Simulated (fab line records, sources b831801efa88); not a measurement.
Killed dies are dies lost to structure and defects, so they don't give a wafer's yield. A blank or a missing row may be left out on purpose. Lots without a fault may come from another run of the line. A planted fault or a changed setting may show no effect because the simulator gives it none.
fab line records | flow gf180mcu
record lots=7 wafers=21 last_day=34
route steps=602 shown SAB@275 SALICIDE@278 CONTACT@287 PASSIVATION@602
lots that met no fault: from a run of the same line without faults
start_h: hours from the record's first day to the start of the lot's first wafer shown | wait_h: hours since the lot's step before | " the same as in the row above | L1.1+2: a row that stands for several wafers | - no value, or no start given | * or withheld: withheld | < > ~ a bound
route shown NAME@n: a module of which the file shows steps, and the number in the route of the first | usual: mean/standard deviation of fault-free wafers | same: alike in all rows | chamber/n: place in a boat | sites: the reading at each site | _std_site: their standard deviation | _edge_site: outer sites' mean less inner sites' | radius_mm: how far each site lies from the wafer's centre | mask NAME#n: copy n | behind: the tool/chamber that last shaped the wafer | hold: why the lot was held/for how many hours/how that ended | device: the transistor (n, p or np) that didn't switch | end of line: the same wafers' tests at the end of the route | a step without rows: its recipe alone | killed: dies lost to structure and defects at the first sort, not the wafer's yield | map: a wafer's dies, x killed, . not, _ none there
set.NAME: the setting as run; set.NAME@STEP: as run at that earlier step | model.NAME: the simulator's own value behind a step, which no gauge read
lots at some steps of the route; a table a step, a row a wafer
services: from which hour (start_h, from the record's first day; less than 0 if before it) a tool's chamber was out of use, for how many hours, and why
## steps
# step GF_SAB_ETCH_11
# recipe chemistry=C4F8/O2/Ar mask_material=NOVOLAK target=SiO2 target_depth_nm=55 source_w=1500 bias_w=1200 pressure_mtorr=40 c4f8_flow_sccm=withheld O2_flow_sccm=6 Ar_flow_sccm=300 time_s=8.5
# usual oes_product_au=0.999/0.015
# columns lot.wafer tool chamber start_h wait_h oes_product_au rf_hours_counter_h
L648.3 rie_diel-02 0 343.90 0.0 1.019 9
L648.5 " 0 " " 1.012 -
L648.6 " 1 " " 1.007 -
L654.1 rie_diel-03 2 407.40 0.0 1.012 4
L654.3 " 1 " " 1.000 7
L654.6 " 3 " " 1.003 -
L655.3 rie_diel-04 0 414.53 0.0 1.025 14
L655.4 " 1 " " 0.979 6
L655.5 " 2 " " 0.982 -
L659.2 rie_diel-04 0 452.73 0.0 1.025 15
L659.4 " 3 " " 1.000 14
L659.5 " 1 " " 0.987 -
L658.2 rie_diel-04 2 456.33 0.0 0.965 13
L658.3 " 0 " " 1.020 15
L658.5 " 2 " " 0.970 -
L661.1 rie_diel-02 0 458.50 0.0 1.014 12
L661.4 " 3 " " 0.994 3
L661.5 " 1 " " 1.023 -
L669.2 rie_diel-02 3 522.83 0.0 0.997 5
L669.5 " 0 " " 1.001 -
L669.6 " 3 " " 0.982 -
# step GF_SAB_WET_ETCH_12
# recipe chemistry=dHF target_depth_nm=22 dry=n2_spin target=SiO2 temp_c=25 dilution=100:1 time_s=440
# step GF_SAB_STRIP_13
# recipe chemistry=O2/N2 power_w=1400 pressure_mtorr=1500 platen_temp_c=250 o2_flow_sccm=3000 n2_flow_sccm=300 overash_fraction=0.5
# usual drypump_motor_current_A=6.2/0.37 heater_power_w=327/38 oes_product_au=0.709/0.0048 strip_time_to_endpoint_s=12.62/0.034
# same overash_fraction=0.5
# columns lot.wafer tool chamber start_h wait_h drypump_motor_current_A heater_power_w oes_product_au rf_hours_counter_h strip_time_to_endpoint_s
L648.3 plasma_asher-01 1 344.09 0.0 6.3 357 0.708 - 12.58
L648.5 " 0 " " 6.7 302 0.706 - 12.59
L648.6 " 1 " " 6.3 368 0.707 - 12.57
L654.1 plasma_asher-01 1 407.55 0.0 6.3 368 0.706 75 12.61
L654.3 " 1 " " 6.3 361 0.709 - 12.61
L654.6 " 0 " " 6.6 311 0.706 - 12.59
L655.3 plasma_asher-04 1 414.72 0.0 6.0 298 0.710 - 12.61
L655.4 " 0 " " 6.0 294 0.699 - 12.64
L655.5 " 1 " " 6.0 288 0.715 - 12.61
L659.2 plasma_asher-01 1 452.89 0.0 6.3 369 0.706 2 12.69
L659.4 " 0 " " 6.6 319 0.708 - 12.64
L659.5 " 0 " " 6.6 337 0.713 - 12.69
L658.2 plasma_asher-03 0 456.48 0.0 5.6 307 0.707 34 12.69
L658.3 " 1 " " 6.6 382 0.705 - 12.59
L658.5 " 1 " " 6.6 385 0.710 - 12.60
L661.1 plasma_asher-04 1 458.66 0.0 6.0 291 0.704 67 12.57
L661.4 " 0 " " 6.0 295 0.707 - 12.58
L661.5 " 0 " " 6.0 290 0.708 - 12.61
L669.2 plasma_asher-03 0 522.98 0.0 5.6 308 0.705 41 12.69
L669.5 " 0 " " 5.6 305 0.711 - 12.65
L669.6 " 1 " " 6.6 383 0.713 - 12.69
# step GF_SALICIDE_CLEAN_00
# recipe chemistry=SC1/SC2 mix=1:4:20 temp_c=70 time_s=150
# step GF_SALICIDE_WET_ETCH_01
# recipe chemistry=dHF target_depth_nm=5 dry=ipa_marangoni target=SiO2 temp_c=26.14 dilution=100:1 time_s=100
# step GF_SALICIDE_SPUTTER_02
# recipe material=Co target_thk_nm=10 power_w=1000 time_s=20 chamber_pressure_pa=0.4
# usual throttle_valve_pct=29.8/0.71
# columns lot.wafer tool chamber start_h wait_h throttle_valve_pct
L648.3 pvd_sputter-01 - 344.24 0.0 29.1
L648.5 " - " " 29.5
L648.6 " - " " 29.2
L654.1 pvd_sputter-03 - 407.74 0.0 30.2
L654.3 " - " " 30.2
L654.6 " - " " 30.2
L655.3 pvd_sputter-02 - 414.87 0.0 28.7
L655.4 " - " " 29.7
L655.5 " - " " 28.8
L659.2 pvd_sputter-01 - 453.08 0.0 29.4
L659.4 " - " " 31.3
L659.5 " - " " 29.4
L658.2 pvd_sputter-03 - 456.67 0.0 30.2
L658.3 " - " " 31.0
L658.5 " - " " 29.5
L661.1 pvd_sputter-01 - 458.88 0.0 29.5
L661.4 " - " " 31.0
L661.5 " - " " 29.4
L669.2 pvd_sputter-01 - 523.17 0.0 29.5
L669.5 " - " " 31.2
L669.6 " - " " 29.1
# step GF_SALICIDE_SPUTTER_03
# recipe material=TiN target_thk_nm=20 power_w=6500 time_s=16.7 chamber_pressure_pa=0.4
# usual throttle_valve_pct=29.8/0.72
# columns lot.wafer tool chamber start_h wait_h throttle_valve_pct
L648.3 pvd_sputter-01 - 344.27 0.0 28.8
L648.5 " - " " 29.3
L648.6 " - " " 29.3
L654.1 pvd_sputter-03 - 407.77 0.0 30.2
L654.3 " - " " 30.1
L654.6 " - " " 30.3
L655.3 pvd_sputter-02 - 414.90 0.0 28.8
L655.4 " - " " 29.8
L655.5 " - " " 28.5
L659.2 pvd_sputter-01 - 453.11 0.0 28.9
L659.4 " - " " 31.3
L659.5 " - " " 29.5
L658.2 pvd_sputter-03 - 456.70 0.0 30.2
L658.3 " - " " 31.3
L658.5 " - " " 29.4
L661.1 pvd_sputter-01 - 458.91 0.0 29.8
L661.4 " - " " 31.1
L661.5 " - " " 29.6
L669.2 pvd_sputter-01 - 523.20 0.0 29.7
L669.5 " - " " 31.2
L669.6 " - " " 29.0
# step GF_SALICIDE_RS_MEAS_04
# recipe thk_meas_gauge=four-point-probe reads=TiN_of_SALICIDE_SPUTTER_03+Co_of_SALICIDE_SPUTTER_02
# usual SALICIDE_TIN_RS=16.5/0.42
# columns lot.wafer tool chamber start_h wait_h SALICIDE_TIN_RS[ohm/sq]
L648.3 film_metro-02 - 344.34 0.1 16.0
L648.5 " - " " 16.7
L648.6 " - " " 16.5
L654.1 film_metro-02 - 407.79 0.0 16.6
L654.3 " - " " 16.0
L654.6 " - " " 15.9
L655.3 film_metro-02 - 414.97 0.1 16.6
L655.4 " - " " 16.6
L655.5 " - " " 16.5
L659.2 film_metro-01 - 453.15 0.0 16.9
L659.4 " - " " 16.4
L659.5 " - " " 17.0
L658.2 film_metro-02 - 456.75 0.0 16.4
L658.3 " - " " 15.9
L658.5 " - " " 16.4
L661.1 film_metro-03 - 458.94 0.0 17.0
L661.4 " - " " 16.5
L661.5 " - " " 17.0
L669.2 film_metro-01 - 523.25 0.0 17.4
L669.5 " - " " 16.5
L669.6 " - " " 17.1
# step GF_SALICIDE_THK_MEAS_05
# recipe thk_meas_gauge=xrf reads=TiN_of_SALICIDE_SPUTTER_03
# usual SALICIDE_TIN_THK=19.98/0.29
# columns lot.wafer tool chamber start_h wait_h SALICIDE_TIN_THK[nm]
L648.3 film_metro-02 - 344.44 0.1 20.09
L648.5 " - " " 20.16
L648.6 " - " " 20.12
L654.1 film_metro-02 - 407.91 0.1 20.32
L654.3 " - " " 20.26
L654.6 " - " " 20.34
L655.3 film_metro-02 - 415.07 0.1 20.32
L655.4 " - " " 19.74
L655.5 " - " " 20.29
L659.2 film_metro-01 - 453.26 0.1 19.97
L659.4 " - " " 19.72
L659.5 " - " " 19.87
L658.2 film_metro-02 - 456.86 0.1 20.77
L658.3 " - " " 20.67
L658.5 " - " " 20.30
L661.1 film_metro-03 - 459.06 0.1 20.21
L661.4 " - " " 20.14
L661.5 " - " " 20.35
L669.2 film_metro-01 - 523.36 0.1 19.99
L669.5 " - " " 20.10
L669.6 " - " " 20.28
# step GF_SALICIDE_RTA_06
# recipe temp_c=530 time_s=30 ambient=N2
# usual lamp_power_pct=6.66/0.065 wafer_temp_C_max=532.3/0.61
# columns lot.wafer tool chamber start_h wait_h lamp_power_pct wafer_temp_C_max
L648.3 rtp_anneal-02 0 344.51 0.1 6.58 532.2
L648.5 " 0 " " 6.58 532.3
L648.6 " 0 " " 6.58 531.8
L654.1 rtp_anneal-01 0 407.97 0.1 6.71 531.6
L654.3 " 0 " " 6.72 531.9
L654.6 " 0 " " 6.71 532.1
L655.3 rtp_anneal-01 0 415.14 0.1 6.72 532.1
L655.4 " 0 " " 6.71 532.0
L655.5 " 0 " " 6.71 532.3
L659.2 rtp_anneal-02 0 453.33 0.1 6.59 532.9
L659.4 " 0 " " 6.58 533.4
L659.5 " 0 " " 6.57 534.2
L658.2 rtp_anneal-01 0 456.94 0.1 6.73 531.4
L658.3 " 0 " " 6.72 531.9
L658.5 " 0 " " 6.71 531.3
L661.1 rtp_anneal-01 0 459.12 0.1 6.71 532.8
L661.4 " 0 " " 6.71 531.9
L661.5 " 0 " " 6.71 531.9
L669.2 rtp_anneal-01 0 523.42 0.1 6.72 531.7
L669.5 " 0 " " 6.72 531.8
L669.6 " 0 " " 6.72 532.0
# step GF_SALICIDE_WET_ETCH_07
# recipe chemistry=SPM target_depth_nm=120 dry=n2_spin
# step GF_SALICIDE_RTA_08
# recipe temp_c=800 time_s=30 ambient=N2
# step GF_CONTACT_CVD_00
# recipe material=SiO2 target_thk_nm=300 sigma_open_frac=0.3 temp_c=400 time_s=50 sih4_flow_sccm=60 pressure_mtorr=6
# columns lot.wafer tool chamber start_h wait_h
L648.3+5+6 hdpcvd-01 2,2,1 344.78 0.1
L654.1+3+6 hdpcvd-01 1,2,2 408.26 0.1
L655.3+4+5 hdpcvd-02 1,1,2 415.41 0.1
L659.2+4+5 hdpcvd-02 2,1,0 453.60 0.1
L659.2+4+5 hdpcvd-02 2,1,0 453.82 0.2
L658.2+3+5 hdpcvd-01 0,1,2 457.41 0.1
L658.2+3+5 hdpcvd-01 0,1,2 457.62 0.2
L661.1+4+5 hdpcvd-01 2,1,0 459.61 0.2
L661.1+4+5 hdpcvd-01 2,1,0 459.82 0.2
L669.2+5+6 hdpcvd-01 2,2,0 523.71 0.1
# step GF_CONTACT_THK_MEAS_01
# recipe reads=SiO2_of_CONTACT_CVD_00
# usual CONTACT_CVD_00_THK=301.2/2.6
# columns lot.wafer tool chamber start_h wait_h CONTACT_CVD_00_THK[nm]
L648.3 film_metro-03 - 344.84 0.0 303.3
L648.5 " - " " 306.1
L648.6 " - " " 298.9
L654.1 film_metro-03 - 408.31 0.0 298.9
L654.3 " - " " 300.7
L654.6 " - " " 300.3
L655.3 film_metro-03 - 415.47 0.0 306.2
L655.4 " - " " 305.2
L655.5 " - " " 304.5
L659.2 film_metro-01 - 453.87 0.0 607.9
L659.4 " - " " 606.0
L659.5 " - " " 600.9
L658.2 film_metro-03 - 457.67 0.0 604.8
L658.3 " - " " 609.8
L658.5 " - " " 608.6
L661.1 film_metro-03 - 459.87 0.0 602.7
L661.4 " - " " 603.4
L661.5 " - " " 604.6
L669.2 film_metro-03 - 523.76 0.0 301.2
L669.5 " - " " 302.4
L669.6 " - " " 298.9
# step GF_CONTACT_CVD_02
# recipe material=SiO2 target_thk_nm=860 precursor=TEOS temp_c=400 time_s=95.992 rf_w=600
# step GF_CONTACT_THK_MEAS_03
# recipe reads=SiO2_of_CONTACT_CVD_02
# usual CONTACT_CVD_02_THK=864/13
# columns lot.wafer tool chamber start_h wait_h CONTACT_CVD_02_THK[nm]
L648.3 film_metro-01 - 344.97 0.1 857
L648.5 " - " " 878
L648.6 " - " " 864
L654.1 film_metro-04 - 408.47 0.1 857
L654.3 " - " " 877
L654.6 " - " " 860
L655.3 film_metro-04 - 415.60 0.1 851
L655.4 " - " " 872
L655.5 " - " " 859
L659.2 film_metro-01 - 454.00 0.0 860
L659.4 " - " " 900
L659.5 " - " " 875
L658.2 film_metro-04 - 457.80 0.0 882
L658.3 " - " " 877
L658.5 " - " " 896
L661.1 film_metro-03 - 460.00 0.0 845
L661.4 " - " " 869
L661.5 " - " " 856
L669.2 film_metro-01 - 523.89 0.0 858
L669.5 " - " " 852
L669.6 " - " " 881
# step GF_CONTACT_CMP_04
# recipe material=SiO2 down_force_psi=4 platen_rpm=60 pad_velocity_m_s=0.94248
# step GF_CONTACT_BOW_MEAS_05
# recipe mode=bow
# usual CONTACT_BOW=67/6
# columns lot.wafer tool chamber start_h wait_h CONTACT_BOW[um]
L648.3 film_metro-01 - 345.35 0.3 64
L648.5 " - " " 63
L648.6 " - " " 74
L654.1 film_metro-03 - 408.83 0.2 71
L654.3 " - " " 64
L654.6 " - " " 67
L655.3 film_metro-03 - 415.98 0.1 81
L655.4 " - " " 67
L655.5 " - " " 61
L659.2 film_metro-01 - 454.37 0.3 76
L659.4 " - " " 91
L659.5 " - " " 89
L658.2 film_metro-03 - 458.17 0.3 77
L658.3 " - " " 73
L658.5 " - " " 87
L661.1 film_metro-03 - 460.36 0.1 74
L661.4 " - " " 77
L661.5 " - " " 81
L669.2 film_metro-01 - 524.26 0.2 57
L669.5 " - " " 71
L669.6 " - " " 72
# step GF_CONTACT_DEHYDRATE_06
# recipe temp_c=200 time_s=60
# step GF_CONTACT_HMDS_07
# recipe prime_time_s=60 prime_temp_c=120
# step GF_CONTACT_COAT_08
# recipe resist=BARC temp_c=withheld time_s=withheld spin_rpm=withheld resist_thk_nm=withheld
# step GF_CONTACT_COAT_09
# recipe resist=KrF spin_rpm=withheld resist_thk_nm=1000
# step GF_CONTACT_SOFTBAKE_10
# recipe temp_c=130 time_s=60 resist=KrF
# step GF_CONTACT_EXPOSE_11
# recipe mask_id=Contact target_cd_nm=220 na=0.68 source_shape=conventional sigma_outer=0.6 dose_mj=38
# step GF_CONTACT_PEB_12
# recipe peb_temp_c=135 peb_time_s=90 resist=KrF
# step GF_CONTACT_DEVELOP_13
# recipe develop_time_s=60 resist=KrF dev_temp_c=21
# step GF_CONTACT_CD_MEAS_14
# recipe target_cd_nm=220
# usual cd_nm=219.5/1.2
# columns lot.wafer tool chamber start_h wait_h cd_nm
L648.3 cd_sem-01 - 367.42 0.1 219.7
L648.5 " - " " 218.7
L648.6 " - " " 219.4
L654.1 cd_sem-02 - 432.64 0.1 219.1
L654.3 " - " " 219.0
L654.6 " - " " 220.6
L655.3 cd_sem-02 - 439.43 0.1 219.3
L655.4 " - " " 218.8
L655.5 " - " " 219.1
L659.2 cd_sem-02 - 477.94 0.1 219.4
L659.4 " - " " 221.0
L659.5 " - " " 220.1
L658.2 cd_sem-01 - 481.31 0.1 218.1
L658.3 " - " " 218.2
L658.5 " - " " 219.2
L661.1 cd_sem-02 - 483.92 0.1 219.6
L661.4 " - " " 220.7
L661.5 " - " " 219.5
L669.2 cd_sem-02 - 547.34 0.1 220.7
L669.5 " - " " 219.8
L669.6 " - " " 220.0
# step GF_CONTACT_OVL_MEAS_15
# usual CONTACT_OVL=2/5.4
# columns lot.wafer tool chamber start_h wait_h CONTACT_OVL[nm]
L648.3 overlay-02 - 367.51 0.1 7
L648.5 " - " " 8
L648.6 " - " " 3
L654.1 overlay-02 - 432.76 0.1 3
L654.3 " - " " -8
L654.6 " - " " 2
L655.3 overlay-01 - 439.53 0.1 3
L655.4 " - " " 12
L655.5 " - " " 7
L659.2 overlay-01 - 478.05 0.1 -1
L659.4 " - " " -2
L659.5 " - " " 0
L658.2 overlay-01 - 481.42 0.1 0
L658.3 " - " " -4
L658.5 " - " " -1
L661.1 overlay-01 - 484.04 0.1 1
L661.4 " - " " 6
L661.5 " - " " 4
L669.2 overlay-02 - 547.45 0.1 5
L669.5 " - " " 2
L669.6 " - " " 3
# step GF_CONTACT_ETCH_16
# recipe chemistry=N2/H2 target_depth_a=withheld overetch_a=withheld time_s=withheld target=BARC ion_energy_ev=200 source_w=500 bias_w=100 pressure_mtorr=30 n2_flow_sccm=100 h2_flow_sccm=200
# step GF_CONTACT_ETCH_17
# recipe chemistry=C4F8/O2/Ar mask_material=KrF target=SiO2 stop_on=CoSi2 source_w=1500 bias_w=1200 pressure_mtorr=40 c4f8_flow_sccm=withheld O2_flow_sccm=6 Ar_flow_sccm=300 time_s=withheld target_depth_a=8600
# usual oes_product_au=0.815/0.0047
# columns lot.wafer tool chamber start_h wait_h oes_product_au model.etch.depth_nm model.CONTACT.feature_depth_nm
L648.3 rie_diel-01 2 - - 0.812 864.7 864.7
L648.5 " 2 " " 0.817 867.2 867.2
L648.6 " 1 " " 0.817 858.8 858.8
L654.1 rie_diel-03 0 - - 0.815 858.6 858.6
L654.3 " 2 " " 0.816 861.9 861.9
L654.6 " 2 " " 0.804 860.2 860.2
L655.3 rie_diel-01 1 - - 0.819 865.9 865.9
L655.4 " 2 " " 0.813 866.5 866.5
L655.5 " 0 " " 0.819 863.8 863.8
L659.2 rie_diel-02 2 - - 0.969 1168 1168
L659.4 " 3 " " 0.970 1169 1169
L659.5 " 1 " " 0.969 1163 1163
L658.2 rie_diel-03 0 - - 0.959 1165 1165
L658.3 " 1 " " 0.969 1170 1170
L658.5 " 0 " " 0.980 1170 1170
L661.1 rie_diel-02 3 - - 0.963 1162 1162
L661.4 " 1 " " 0.966 1163 1163
L661.5 " 3 " " 0.969 1166 1166
L669.2 rie_diel-02 1 - - 0.816 862.9 862.9
L669.5 " 3 " " 0.821 863.8 863.8
L669.6 " 0 " " 0.817 860 860
# step GF_CONTACT_STRIP_18
# recipe chemistry=O2/N2 power_w=1400 pressure_mtorr=1500 platen_temp_c=250 o2_flow_sccm=3000 n2_flow_sccm=300 overash_fraction=0.5
# step GF_PASSIVATION_PROBE_99
# columns lot.wafer tool chamber start_h wait_h model.etest.contact_nplus.rc_ohm model.etest.contact_pplus.rc_ohm model.etest.contact_poly.rc_ohm
L648.3 prober-01 - 674.41 0.2 5.315 5.481 6.085
L648.5 prober-01 - 674.51 0.2 5.25 5.379 6.321
L648.6 prober-01 - 674.56 0.2 5.223 5.41 6.13
L654.1 prober-01 - 728.61 0.1 5.109 5.265 5.888
L654.3 prober-01 - 728.71 0.2 4.951 4.897 5.961
L654.6 prober-01 - 728.86 0.2 5.068 5.146 5.737
L655.3 prober-02 - 733.11 0.2 5.33 5.46 6.14
L655.4 prober-02 - 733.16 0.2 5.201 5.277 6.023
L655.5 prober-02 - 733.21 0.2 5.251 5.314 6
L659.2 prober-01 - 762.93 0.1 6.718 6.741 7.462
L659.4 prober-01 - 763.03 0.2 6.336 6.292 7.009
L659.5 prober-01 - 763.08 0.2 6.276 6.245 7.033
L658.2 prober-02 - 764.43 0.1 6.784 6.944 7.426
L658.3 prober-02 - 764.48 0.2 6.463 6.419 7.131
L658.5 prober-02 - 764.58 0.2 6.54 6.627 7.258
L661.1 prober-01 - 765.46 0.1 6.562 6.276 7.16
L661.4 prober-01 - 765.61 0.2 6.225 6.104 7.048
L661.5 prober-01 - 765.66 0.2 6.565 6.457 7.412
L669.2 prober-01 - 809.58 0.1 5.188 5.229 5.811
L669.5 prober-01 - 809.73 0.2 5.391 5.354 5.901
L669.6 prober-01 - 809.78 0.2 5.175 5.236 5.769
# killed by level:class
L648.3 CONTACT:geometric_particle:open=6 V1:geometric_particle:open=6 STI:geometric_particle:short=4 CONTACT:geometric_particle:short=3 M1:geometric_particle:short=3 V3:geometric_particle:open=3 V4:geometric_particle:open=3 POLY_GATE:geometric_particle:short=2
L648.5 V3:geometric_particle:open=9 STI:geometric_particle:short=5 V1:geometric_particle:open=5 M5:geometric_particle:short=4 V5:geometric_particle:open=4 V2:geometric_particle:short=3 V3:geometric_particle:short=3 V4:geometric_particle:open=3
L648.6 CONTACT:geometric_particle:open=7 V1:geometric_particle:open=7 STI:geometric_particle:short=4 M4:geometric_particle:short=4 V2:geometric_particle:short=3 M3:geometric_particle:short=3 V3:geometric_particle:open=3 M5:geometric_particle:short=3
L654.1 V4:geometric_particle:open=7 CONTACT:geometric_particle:open=6 V2:geometric_particle:open=6 V1:geometric_particle:open=5 STI:geometric_particle:short=4 M5:geometric_particle:short=4 HV_LDD:geometric_particle:open=3 V4:geometric_particle:short=3
L654.3 CONTACT:geometric_particle:open=9 V2:geometric_particle:open=6 V1:geometric_particle:short=4 V3:geometric_particle:open=4 M5:geometric_particle:short=4 STI:geometric_particle:short=3 V1:geometric_particle:open=3 V4:geometric_particle:open=2
L654.6 V1:geometric_particle:open=8 V5:geometric_particle:open=6 V2:geometric_particle:open=4 V3:geometric_particle:open=4 M5:geometric_particle:short=4 STI:geometric_particle:short=3 V1:geometric_particle:short=3 V4:geometric_particle:open=3
L655.3 V4:geometric_particle:open=9 V2:geometric_particle:open=6 V5:geometric_particle:short=5 CONTACT:geometric_particle:open=4 CONTACT:geometric_particle:short=3 V3:geometric_particle:open=3 STI:geometric_particle:open=2 STI:geometric_particle:short=2
L655.4 V5:geometric_particle:open=9 CONTACT:geometric_particle:open=5 V1:geometric_particle:open=5 V2:geometric_particle:open=4 M4:geometric_particle:short=4 M2:geometric_particle:short=3 V2:geometric_particle:short=3 V3:geometric_particle:open=3
L655.5 CONTACT:geometric_particle:open=9 V1:geometric_particle:open=5 V3:geometric_particle:open=4 V3:geometric_particle:short=4 V4:geometric_particle:open=4 POLY_GATE:geometric_particle:short=3 V2:geometric_particle:open=3 SALICIDE:geometric_particle:open=2
L669.2 V4:geometric_particle:open=5 V2:geometric_particle:open=5 V2:geometric_particle:short=5 CONTACT:geometric_particle:open=4 STI:geometric_particle:short=3 STI:geometric_particle:open=3 POLY_GATE:geometric_particle:open=3 CONTACT:geometric_particle:short=3
L669.5 V4:geometric_particle:open=8 V3:geometric_particle:open=6 M1:geometric_particle:short=5 V2:geometric_particle:open=5 STI:geometric_particle:short=3 CONTACT:geometric_particle:open=3 V1:geometric_particle:open=3 V3:geometric_particle:short=3
L669.6 V2:geometric_particle:open=6 M5:geometric_particle:short=5 STI:geometric_particle:short=4 V4:geometric_particle:open=4 CONTACT:geometric_particle:open=3 V4:geometric_particle:short=3 V5:geometric_particle:open=3 POLY_GATE:geometric_particle:short=2
## services
# columns tool chamber start_h hours kind
rie_diel-02 3 340.62 48.9 repair
plasma_asher-01 - 381.19 9.3 pm
rie_diel-04 1 381.63 5.0 repair
rie_diel-03 0 385.85 2.9 repair
rie_diel-02 - 390.03 2.2 repair
rie_diel-04 - 392.27 2.0 repair
rie_diel-02 - 405.99 14.6 pm
plasma_asher-01 - 421.33 9.0 pm
pvd_sputter-03 - 429.80 2.0 repair
rie_diel-04 3 454.27 7.8 repair
pvd_sputter-03 - 462.55 7.1 repair
plasma_asher-01 - 463.46 2.0 repair
pvd_sputter-01 - 476.02 20.7 repair
rie_diel-04 - 481.79 2.8 pm
pvd_sputter-03 - 483.07 3.2 repair
rie_diel-02 2 506.52 4.4 repair
rie_diel-04 3 509.08 8.6 repair
pvd_sputter-01 - 511.26 1.5 repair
plasma_asher-01 - 511.61 3.8 repair
rie_diel-02 - 514.65 2.8 pm
rie_diel-04 0 523.48 5.7 repair
hdpcvd-02 - 535.59 2.8 pm
hdpcvd-02 - 539.25 15.0 pm
hdpcvd-02 - 542.50 1.4 repair
## key
first_sign step=GF_CONTACT_CVD_00 reading=visit direction=added
effect step=GF_CONTACT_THK_MEAS_01 reading=CONTACT_CVD_00_THK direction=up sigmas=99+ usual=301.2 struck=605.4
effect step=GF_CONTACT_BOW_MEAS_05 reading=CONTACT_BOW direction=up sigmas=2.2 usual=67 struck=80
effect step=GF_CONTACT_ETCH_17 reading=oes_product_au direction=up sigmas=33 usual=0.815 struck=0.968
model_effect step=GF_CONTACT_ETCH_17 value=etch.depth_nm without=862.5 struck=1166
model_effect step=GF_PASSIVATION_PROBE_99 value=etest.contact_nplus.rc_ohm without=5.31 struck=6.496
met_at GF_CONTACT_CVD_00
struck_wafers L658.2,L658.3,L658.5,L659.2,L659.4,L659.5,L661.1,L661.4,L661.5
sort_left_out L658.2,L658.3,L658.5,L659.2,L659.4,L659.5,L661.1,L661.4,L661.5
tester_left_out L658,L659,L661
fault kind=repeated_step_whole tool=hdpcvd-01,hdpcvd-02 chamber=- onset_h=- steps=GF_CONTACT_CVD_00 times=1 scope=struck_lots_only
# tester_left_out: of these lots the tester's yield and bins aren't shown, on N5 and GAA mostly nor the transistor test; their killed dies are dies lost to structure and defects alone, not to doping, threshold or leakage, so they don't give the yield
# sort_left_out: the simulated sort isn't trusted on such a fault, so these wafers' sort isn't shown, and their yield isn't known
